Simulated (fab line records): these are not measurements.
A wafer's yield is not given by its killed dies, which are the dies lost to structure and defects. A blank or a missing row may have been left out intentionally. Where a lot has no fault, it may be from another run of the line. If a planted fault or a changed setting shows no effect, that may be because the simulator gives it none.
What tool caused it?	flow gf180mcu	route of 602 steps, sampled at 1 step: 14 lots, 42 wafers

## WHAT THE GAUGES READ, wafer by wafer
No reading from a measuring or inspecting step in the record can be judged against a usual standard deviation.

## EACH LOT AND THE TOOL THAT RAN IT (in order: tool; ch and the chambers of the sampled wafers; start)
lot	GF_V5_ETCH_17
L871	rieDiel-02 ch 1,2, day 27 06:00
L873	rieDiel-02 ch 0,1,2, day 27 19:00
L874	rieDiel-01 ch 0,1,3, day 28 08:00
L875	rieDiel-02 ch 0,3, day 28 18:00
L876	rieDiel-01 ch 1,3, day 28 22:00
L877	rieDiel-02 ch 0,1,3, day 29 11:00
L878	rieDiel-02 ch 0,1,2, day 29 14:00
L882	rieDiel-02 ch 0,2,3, day 30 23:00
L884	rieDiel-02 ch 0,1,3, day 31 07:00
L888	rieDiel-03 ch 1,2,3, day 32 05:00
L889	rieDiel-03 ch 0,1, day 32 12:00
L890	rieDiel-03 ch 0,1, day 32 15:00
L891	rieDiel-03 ch 0,2,3, day 33 01:00
L892	rieDiel-01 ch 0,1,3, day 33 05:00
- GF_V5_ETCH_17: etches SiO2 in C4F8/O2/Ar, stops on TiN, target depth 855 nm.

## AS READ BY THE TOOLS THEMSELVES (means over the sampled wafers that have a number; for cases with no such wafer, the mark the record gives instead)
GF_V5_ETCH_17. Usual: oesProductAu 0.859 a.u., standard deviation 0.0048; rfFwdPowerW 1494 W, standard deviation 4.6.
lot	tool	oesProductAu (a.u.)	rfFwdPowerW (W)	flag
L871	rieDiel-02	0.853	1499	
L873	rieDiel-02	0.857	1495	
L874	rieDiel-01	0.859	1494	
L875	rieDiel-02	0.859	1493	
L876	rieDiel-01	0.862	1493	
L877	rieDiel-02	0.859	1494	
L878	rieDiel-02	0.857	1495	
L882	rieDiel-02	0.856	1260	OFF
L884	rieDiel-02	0.865	1252	OFF
L888	rieDiel-03	0.860	1496	
L889	rieDiel-03	0.860	1497	
L890	rieDiel-03	0.862	1499	
L891	rieDiel-03	0.863	1492	
L892	rieDiel-01	0.860	1498	

## THE ANSWER, worked out from the rows above alone
Rule: take the mean of a lot's wafers that have a number; if it is more than 3 standard deviations from the usual mean, the lot is off. Also off: a lot with no number at a reading for which 4 or more lots have one. The other lots that the step has rows for count as sound. The gauges are gone through in route order, then the tools' own readings, and for those a lot's mean is taken as printed above. At the first step where some lot is off, the reading lying furthest off is the one used; lots without a number count as furthest.
Off: L882, L884 (GF_V5_ETCH_17, rfFwdPowerW).
If a tool, at that step or one of the process steps before it, ran each lot that is off and ran no sound lot following the first of them, it fits. One fits: GF_V5_ETCH_17 on rieDiel-02. A fault onset in the window from L878 (day 29 14:00, its last sound lot) to L882 (day 30 23:00, its first lot off) fits.
On the lots that are off, the tool's own readings at GF_V5_ETCH_17 differ by more than 5 times the standard deviation of the sound lots' means, which bears it out; rfFwdPowerW reads 1256 W there versus 1495 W on the sound lots.

## WHAT HAD BEEN PUT IN BY THE SIMULATOR
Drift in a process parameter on rieDiel-02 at GF_V5_ETCH_17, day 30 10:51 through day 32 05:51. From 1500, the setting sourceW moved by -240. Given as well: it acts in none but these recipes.
Lots struck among those shown: L882, L884. The rule above reached the same finding.
